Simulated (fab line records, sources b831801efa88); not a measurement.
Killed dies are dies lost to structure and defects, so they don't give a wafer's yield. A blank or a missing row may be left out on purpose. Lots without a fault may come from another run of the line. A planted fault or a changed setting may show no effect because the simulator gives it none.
One fault seen from 2 desks | flow gf180mcu | each desk has only its own numbers; what lay behind them comes last

THE METROLOGY DESK
What the gauges read, lot by lot, whatever tool the lot ran on: means of the sampled wafers that have a number. A lot is out of limits, marked OUT, if its mean lies more than 4 standard deviations from the usual mean; the brackets give that distance.
Columns: A = HV_LDD_03_OVL at GF_HV_LDD_OVL_MEAS_47, usual -1.6 nm
lot  | first seen here | A
L738 | day 12 18:57    | -1.7
L740 | day 13 02:40    | 2.0
L741 | day 14 03:41    | -2.2
L742 | day 14 08:01    | -1.7
L743 | day 14 17:34    | -3.0
L745 | day 15 14:26    | -3.4
L746 | day 15 19:10    | -3.7
L747 | day 16 03:10    | -0.8
L748 | day 16 12:08    | -3.0
L751 | day 17 12:52    | -1.5
L753 | day 17 18:52    | -3.6
L759 | day 19 13:44    | -0.3
L760 | day 19 21:53    | -0.9
This desk's finding: nothing out of limits on any of the 13 lots.

THE TOOL OWNER'S DESK: plasma_asher-03
The tool's own readings at GF_PSD_STRIP_10 (strips in O2/N2): means of the sampled wafers that have a number, for each lot that ran on this tool. A lot is out of limits, marked OUT, if its mean lies more than 4 standard deviations from the usual mean; the brackets give that distance.
Columns: A = drypump_motor_current_A at GF_PSD_STRIP_10, usual 5.7 A; B = heater_power_w at GF_PSD_STRIP_10, usual 305 W; C = o2_flow_sccm at GF_PSD_STRIP_10, usual 2999 sccm; D = oes_product_au at GF_PSD_STRIP_10, usual 0.592 a.u.; E = strip_time_to_endpoint_s at GF_PSD_STRIP_10, usual 16.53 s
lot  | first seen here | A   | B   | C    | D               | E
L742 | day 16 06:22    | 6.0 | 253 | 2999 | 0.591           | 16.50
L746 | day 17 19:11    | 6.0 | 255 | 2984 | 0.592           | 16.50
L747 | day 18 03:40    | 6.0 | 252 | 2991 | 0.594           | 16.56
L748 | day 18 14:11    | 6.0 | 254 | 2990 | 0.591           | 16.51
L753 | day 19 21:52    | 5.6 | 265 | 3007 | 0.748 (+37) OUT | -
This desk's finding: out of limits on L753; first on L753, day 19 21:52 (oes_product_au at GF_PSD_STRIP_10). In limits: L742, L746, L747, L748.

PUT TOGETHER
The tool owner's desk could have raised an alarm at day 19 21:52, on L753.
The metrology desk saw nothing out of limits.
The metrology desk has L753 on record, within its limits.
Of the lots named, all ran GF_PSD_STRIP_10 on plasma_asher-03.

WHAT THE SIMULATOR HAD PUT IN
Strip aborted: plasma_asher-03, from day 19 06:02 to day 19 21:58, at GF_PSD_STRIP_10. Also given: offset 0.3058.
Lots struck among those shown: L753.
Hours from the fault's start to each desk's first reading out of limits: the tool owner's desk, 16.
